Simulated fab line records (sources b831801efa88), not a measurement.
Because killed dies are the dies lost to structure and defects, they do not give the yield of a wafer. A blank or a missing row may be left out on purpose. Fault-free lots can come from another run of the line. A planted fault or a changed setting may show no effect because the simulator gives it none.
Matching of chambers ; flow gf180mcu ; GF_STI_CMP_25 on cmp-01 has 4 sister chambers
The step polishes, stops on Si3N4, t overpolish 33 s, target thk 524.6 nm. 14 wafers are shown with their chamber, then 7 later ones without.

## WAFERS WITH THEIR CHAMBER
wafer;chamber;motor current A (A);time to endpoint s (s);retaining ring pressure frac
L543.3;2;12.5;120;1.001
L543.4;1;11.7;128;1.002
L543.6;1;11.9;129;1.006
L545.3;3;14.2;121;1.002
L545.5;3;14.0;124;0.995
L545.6;2;12.4;113;0.997
L546.3;0;12.4;123;0.998
L546.4;1;11.7;126;1.009
L546.5;1;11.9;123;1.008
L553.1;3;14.2;120;1.006
L553.3;0;13.2;119;1.002
L553.4;1;12.4;120;0.999
L555.2;2;13.0;116;1.002
L555.4;1;12.8;122;0.999

SIGNATURES (averages over the wafers above)
reading;chamber 0;chamber 1;chamber 2;chamber 3;scatter within a chamber
motor current A;12.800;12.067;12.633;14.133;0.391
time to endpoint s;121.00;124.67;116.33;121.67;3.24
retaining ring pressure frac;1.00000;1.00383;1.00000;1.00100;0.00428
Rule: for a wafer and a chamber, the distance is found by dividing, reading by reading, the gap between the wafer's reading and the chamber's mean by the reading's scatter, squaring, summing and taking the root. The wafer belongs to the nearest chamber; if the next one is less than 2 further off, it can't be placed. The scatter: the root of (the sum of the squares of (reading less its chamber's mean) over the shown wafers, divided by (wafers less chambers)).

## WAFERS WITH NO CHAMBER GIVEN
wafer;motor current A (A);time to endpoint s (s);retaining ring pressure frac
L555.5;14.1;123;1.003
L557.2;13.3;121;1.001
L557.3;14.0;126;1.000
L557.5;13.2;122;1.005
L558.1;14.2;115;1.001
L558.2;12.6;123;0.999
L558.3;13.0;117;1.001

## THE CHAMBER EACH PASSED THROUGH
wafer;from the rows above;in truth
L555.5;3;3
L557.2;can't be placed: 0 or 3 or 2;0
L557.3;3;3
L557.5;can't be placed: 0 or 2 or 3 or 1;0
L558.1;can't be placed: 3 or 2 or 0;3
L558.2;can't be placed: 0 or 1 or 2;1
L558.3;can't be placed: 2 or 0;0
Correctly placed: 2 of 7. Can't be placed from these rows: 5 (the true chamber is among the candidates in 5). Number placed wrongly: 0.
